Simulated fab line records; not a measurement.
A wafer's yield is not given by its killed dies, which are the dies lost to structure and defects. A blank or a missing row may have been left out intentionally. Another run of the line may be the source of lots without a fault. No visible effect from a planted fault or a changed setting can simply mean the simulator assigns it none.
Which tool is to blame? :: flow gf180mcu :: 24 lots, 72 wafers sampled, at 4 steps of a route of 602

## WHAT EACH GAUGE READ, for each wafer
GF_SAB_OVL_MEAS_10. Usual: SAB_OVL -1.4 nm, standard deviation 1.5.
lot: L074
measured: day 15 05:43
on: overlay-01
SAB_OVL (nm): 0.7 1.1 0.1
flag: 

lot: L075
measured: day 15 15:34
on: overlay-02
SAB_OVL (nm): -0.5 0.8 -2.3
flag: 

lot: L076
measured: day 15 20:16
on: overlay-01
SAB_OVL (nm): 1.3 0.3 0.9
flag: 

lot: L077
measured: day 16 10:06
on: overlay-01
SAB_OVL (nm): -0.3 -1.3 -0.6
flag: 

lot: L078
measured: day 16 14:00
on: overlay-01
SAB_OVL (nm): -2.4 -2.9 -2.6
flag: 

lot: L079
measured: day 16 18:40
on: overlay-01
SAB_OVL (nm): -1.2 -3.1 -2.4
flag: 

lot: L080
measured: day 17 04:51
on: overlay-01
SAB_OVL (nm): -0.5 -3.3 -0.3
flag: 

lot: L081
measured: day 17 19:31
on: overlay-01
SAB_OVL (nm): 0.5 -1.7 -1.9
flag: 

lot: L082
measured: day 17 21:31
on: overlay-01
SAB_OVL (nm): 0.6 -3.1 -0.4
flag: 

lot: L083
measured: day 18 07:16
on: overlay-01
SAB_OVL (nm): 0.0 -0.4 -3.1
flag: 

lot: L084
measured: day 18 22:41
on: overlay-02
SAB_OVL (nm): -1.3 -1.2 -1.2
flag: 

lot: L085
measured: day 19 03:25
on: overlay-01
SAB_OVL (nm): 0.4 0.9 -0.1
flag: 

lot: L086
measured: day 19 13:41
on: overlay-02
SAB_OVL (nm): -0.5 -2.3 -1.1
flag: 

lot: L087
measured: day 19 20:06
on: overlay-02
SAB_OVL (nm): -2.2 -2.3 -3.3
flag: 

lot: L088
measured: day 20 06:55
on: overlay-01
SAB_OVL (nm): -0.7 0.0 3.0
flag: 

lot: L089
measured: day 20 15:46
on: overlay-02
SAB_OVL (nm): -0.9 -0.9 -1.5
flag: 

lot: L090
measured: day 21 03:28
on: overlay-02
SAB_OVL (nm): -2.9 -1.5 -2.2
flag: 

lot: L091
measured: day 22 03:12
on: overlay-02
SAB_OVL (nm): -4.6 -3.6 -2.2
flag: 

lot: L092
measured: day 22 03:30
on: overlay-02
SAB_OVL (nm): -2.9 -2.5 -3.7
flag: 

lot: L093
measured: day 22 11:52
on: overlay-02
SAB_OVL (nm): -0.8 -2.1 -5.0
flag: 

lot: L094
measured: day 22 14:28
on: overlay-01
SAB_OVL (nm): -1.8 -1.9 -2.6
flag: 

lot: L095
measured: day 22 21:54
on: overlay-02
SAB_OVL (nm): -1.4 -2.7 -0.8
flag: 

lot: L097
measured: day 23 08:16
on: overlay-02
SAB_OVL (nm): -2.0 -3.9 -3.2
flag: 

lot: L096
measured: day 23 10:34
on: overlay-01
SAB_OVL (nm): -2.4 -2.1 -0.7
flag: 

GF_V3_THK_MEAS_03. Usual: V3_CVD_02_THK 847 nm, standard deviation 12.
lot: L074
measured: day 21 11:18
on: film_metro-01
V3_CVD_02_THK (nm): 847 863 867
flag: 

lot: L075
measured: day 21 23:41
on: film_metro-03
V3_CVD_02_THK (nm): 830 836 845
flag: 

lot: L076
measured: day 22 03:50
on: film_metro-01
V3_CVD_02_THK (nm): 854 851 876
flag: 

lot: L077
measured: day 22 16:33
on: film_metro-01
V3_CVD_02_THK (nm): 840 846 850
flag: 

lot: L078
measured: day 22 21:52
on: film_metro-01
V3_CVD_02_THK (nm): 840 843 860
flag: 

lot: L079
measured: day 23 02:25
on: film_metro-04
V3_CVD_02_THK (nm): 844 857 836
flag: 

lot: L080
measured: day 23 13:25
on: film_metro-03
V3_CVD_02_THK (nm): 820 824 833
flag: 

lot: L081
measured: day 24 03:39
on: film_metro-04
V3_CVD_02_THK (nm): 835 845 866
flag: 

lot: L082
measured: day 24 05:22
on: film_metro-01
V3_CVD_02_THK (nm): 838 835 848
flag: 

lot: L083
measured: day 24 14:34
on: film_metro-01
V3_CVD_02_THK (nm): 847 842 855
flag: 

lot: L084
measured: day 25 05:07
on: film_metro-03
V3_CVD_02_THK (nm): 834 845 860
flag: 

lot: L085
measured: day 25 08:14
on: film_metro-03
V3_CVD_02_THK (nm): 848 862 853
flag: 

lot: L086
measured: day 25 17:46
on: film_metro-01
V3_CVD_02_THK (nm): 846 857 869
flag: 

lot: L087
measured: day 25 23:31
on: film_metro-04
V3_CVD_02_THK (nm): 830 838 853
flag: 

lot: L088
measured: day 26 08:41
on: film_metro-04
V3_CVD_02_THK (nm): 852 827 853
flag: 

lot: L089
measured: day 26 14:23
on: film_metro-03
V3_CVD_02_THK (nm): 847 858 865
flag: 

lot: L090
measured: day 27 03:07
on: film_metro-03
V3_CVD_02_THK (nm): 858 839 867
flag: 

lot: L091
measured: day 27 21:46
on: film_metro-01
V3_CVD_02_THK (nm): 840 835 825
flag: 

lot: L092
measured: day 27 23:04
on: film_metro-03
V3_CVD_02_THK (nm): 826 827 840
flag: 

lot: L093
measured: day 28 06:04
on: film_metro-04
V3_CVD_02_THK (nm): 825 832 843
flag: 

lot: L094
measured: day 28 09:10
on: film_metro-04
V3_CVD_02_THK (nm): 849 860 859
flag: 

lot: L095
measured: day 28 14:18
on: film_metro-04
V3_CVD_02_THK (nm): 841 828 838
flag: 

lot: L097
measured: day 28 23:35
on: film_metro-03
V3_CVD_02_THK (nm): 835 846 832
flag: 

lot: L096
measured: day 29 00:49
on: film_metro-03
V3_CVD_02_THK (nm): 850 844 861
flag: 

GF_V3_CD_MEAS_14: the cd target is 260 nm. Usual: 260.0 nm for cd_nm, sd 1.
lot: L074
measured: day 22 10:41
on: cd_sem-01
cd_nm (nm): 259.7 259.4 259.3
flag: 

lot: L075
measured: day 22 23:01
on: cd_sem-01
cd_nm (nm): 260.4 261.1 260.5
flag: 

lot: L076
measured: day 23 03:04
on: cd_sem-01
cd_nm (nm): 261.1 259.9 260.4
flag: 

lot: L077
measured: day 23 15:41
on: cd_sem-02
cd_nm (nm): 260.5 260.2 260.1
flag: 

lot: L078
measured: day 23 21:32
on: cd_sem-02
cd_nm (nm): 258.7 259.8 260.5
flag: 

lot: L079
measured: day 24 00:58
on: cd_sem-01
cd_nm (nm): 260.1 259.3 259.6
flag: 

lot: L080
measured: day 24 12:30
on: cd_sem-01
cd_nm (nm): 258.5 258.6 259.4
flag: 

lot: L081
measured: day 25 01:18
on: cd_sem-02
cd_nm (nm): 259.4 260.4 259.0
flag: 

lot: L082
measured: day 25 03:44
on: cd_sem-01
cd_nm (nm): 259.2 260.6 259.1
flag: 

lot: L083
measured: day 25 12:52
on: cd_sem-01
cd_nm (nm): 260.1 261.0 260.3
flag: 

lot: L084
measured: day 26 02:41
on: cd_sem-01
cd_nm (nm): 259.4 259.0 259.5
flag: 

lot: L085
measured: day 26 05:36
on: cd_sem-02
cd_nm (nm): 259.9 260.3 260.3
flag: 

lot: L086
measured: day 26 15:03
on: cd_sem-02
cd_nm (nm): 260.2 261.0 259.6
flag: 

lot: L087
measured: day 26 20:32
on: cd_sem-02
cd_nm (nm): 261.0 261.3 260.3
flag: 

lot: L088
measured: day 27 05:15
on: cd_sem-01
cd_nm (nm): 257.9 257.9 257.5
flag: 

lot: L089
measured: day 27 11:12
on: cd_sem-02
cd_nm (nm): 260.6 260.4 261.2
flag: 

lot: L090
measured: day 27 22:24
on: cd_sem-01
cd_nm (nm): 259.3 258.1 259.4
flag: 

lot: L091
measured: day 28 17:51
on: cd_sem-01
cd_nm (nm): 259.6 259.8 260.5
flag: 

lot: L092
measured: day 28 19:33
on: cd_sem-02
cd_nm (nm): 260.4 261.6 261.4
flag: 

lot: L093
measured: day 29 01:48
on: cd_sem-02
cd_nm (nm): 259.7 259.3 259.7
flag: 

lot: L094
measured: day 29 03:31
on: cd_sem-02
cd_nm (nm): 262.3 262.4 262.5
flag: 

lot: L095
measured: day 29 08:57
on: cd_sem-02
cd_nm (nm): 261.4 262.5 261.0
flag: 

lot: L097
measured: day 29 18:30
on: cd_sem-02
cd_nm (nm): 259.2 258.4 259.4
flag: 

lot: L096
measured: day 29 20:27
on: cd_sem-02
cd_nm (nm): 259.3 259.5 258.5
flag: 

## EACH LOT AND THE TOOL THAT RAN IT (in order: tool; ch and the chambers of the sampled wafers; start)
lot: L074
GF_SAB_CVD_00: pecvd-02 ch 0,2, day 14 08:29

lot: L075
GF_SAB_CVD_00: pecvd-02 ch 0,1,2, day 14 17:45

lot: L076
GF_SAB_CVD_00: pecvd-02 ch 0,1,2, day 14 23:16

lot: L077
GF_SAB_CVD_00: pecvd-02 ch 0,1,2, day 15 12:45

lot: L078
GF_SAB_CVD_00: pecvd-03 ch 0,1,2, day 15 16:34

lot: L079
GF_SAB_CVD_00: pecvd-02 ch 0,1,2, day 15 20:36

lot: L080
GF_SAB_CVD_00: pecvd-02 ch 0,1,2, day 16 06:38

lot: L081
GF_SAB_CVD_00: pecvd-02 ch 0,1,2, day 16 20:05

lot: L082
GF_SAB_CVD_00: pecvd-02 ch 0,1,2, day 16 21:34

lot: L083
GF_SAB_CVD_00: pecvd-02 ch 0,1, day 17 07:44

lot: L084
GF_SAB_CVD_00: pecvd-03 ch 1,2, day 17 22:58

lot: L085
GF_SAB_CVD_00: pecvd-02 ch 0,1, day 18 03:20

lot: L086
GF_SAB_CVD_00: pecvd-02 ch 0,1,2, day 18 13:31

lot: L087
GF_SAB_CVD_00: pecvd-02 ch 0,1,2, day 18 20:17

lot: L088
GF_SAB_CVD_00: pecvd-02 ch 0,1,2, day 19 06:33

lot: L089
GF_SAB_CVD_00: pecvd-03 ch 1,2, day 19 15:39

lot: L090
GF_SAB_CVD_00: pecvd-01 ch 0,1,2, day 20 03:05

lot: L091
GF_SAB_CVD_00: pecvd-03 ch 0,1,2, day 21 03:56

lot: L092
GF_SAB_CVD_00: pecvd-02 ch 1,2, day 21 04:29

lot: L093
GF_SAB_CVD_00: pecvd-03 ch 0,1, day 21 12:22

lot: L094
GF_SAB_CVD_00: pecvd-02 ch 1,2, day 21 14:59

lot: L095
GF_SAB_CVD_00: pecvd-03 ch 0,1,2, day 21 22:47

lot: L097
GF_SAB_CVD_00: pecvd-01 ch 1,2, day 22 09:11

lot: L096
GF_SAB_CVD_00: pecvd-01 ch 1,2, day 22 11:41
- GF_SAB_CVD_00: deposits SiO2 from TEOS, target thk 50 nm, time 4.9302 s.

## AS READ BY THE TOOLS THEMSELVES (means over the sampled wafers that have a number; for cases with no such wafer, the mark the record gives instead)
GF_SAB_CVD_00. Usual: 701 W for heater_power_w, sd 70.
lot: L074
tool: pecvd-02
heater_power_w (W): 717
flag: 

lot: L075
tool: pecvd-02
heater_power_w (W): 693
flag: 

lot: L076
tool: pecvd-02
heater_power_w (W): 714
flag: 

lot: L077
tool: pecvd-02
heater_power_w (W): 665
flag: 

lot: L078
tool: pecvd-03
heater_power_w (W): 642
flag: 

lot: L079
tool: pecvd-02
heater_power_w (W): 745
flag: 

lot: L080
tool: pecvd-02
heater_power_w (W): 744
flag: 

lot: L081
tool: pecvd-02
heater_power_w (W): 722
flag: 

lot: L082
tool: pecvd-02
heater_power_w (W): 736
flag: 

lot: L083
tool: pecvd-02
heater_power_w (W): 708
flag: 

lot: L084
tool: pecvd-03
heater_power_w (W): 675
flag: 

lot: L085
tool: pecvd-02
heater_power_w (W): 713
flag: 

lot: L086
tool: pecvd-02
heater_power_w (W): 708
flag: 

lot: L087
tool: pecvd-02
heater_power_w (W): 739
flag: 

lot: L088
tool: pecvd-02
heater_power_w (W): 757
flag: 

lot: L089
tool: pecvd-03
heater_power_w (W): 692
flag: 

lot: L090
tool: pecvd-01
heater_power_w (W): 752
flag: 

lot: L091
tool: pecvd-03
heater_power_w (W): 632
flag: 

lot: L092
tool: pecvd-02
heater_power_w (W): 763
flag: 

lot: L093
tool: pecvd-03
heater_power_w (W): 627
flag: 

lot: L094
tool: pecvd-02
heater_power_w (W): 684
flag: 

lot: L095
tool: pecvd-03
heater_power_w (W): 678
flag: 

lot: L097
tool: pecvd-01
heater_power_w (W): 741
flag: 

lot: L096
tool: pecvd-01
heater_power_w (W): 669
flag: 

## THE ANSWER, worked out from the rows above alone
Rule: take the mean of a lot's wafers that have a number; if it is more than 3 standard deviations from the usual mean, the lot is off. Also off: a lot with no number at a reading for which 4 or more lots have one. All remaining lots with rows at the step are treated as sound. The gauges are gone through in route order, then the tools' own readings, and for those a lot's mean is taken as printed above. At the first step where some lot is off, the reading lying furthest off is the one used; lots without a number count as furthest.
No lot is off on any of the readings shown, so nothing can be concluded from this.

## WHAT HAD BEEN PUT IN BY THE SIMULATOR
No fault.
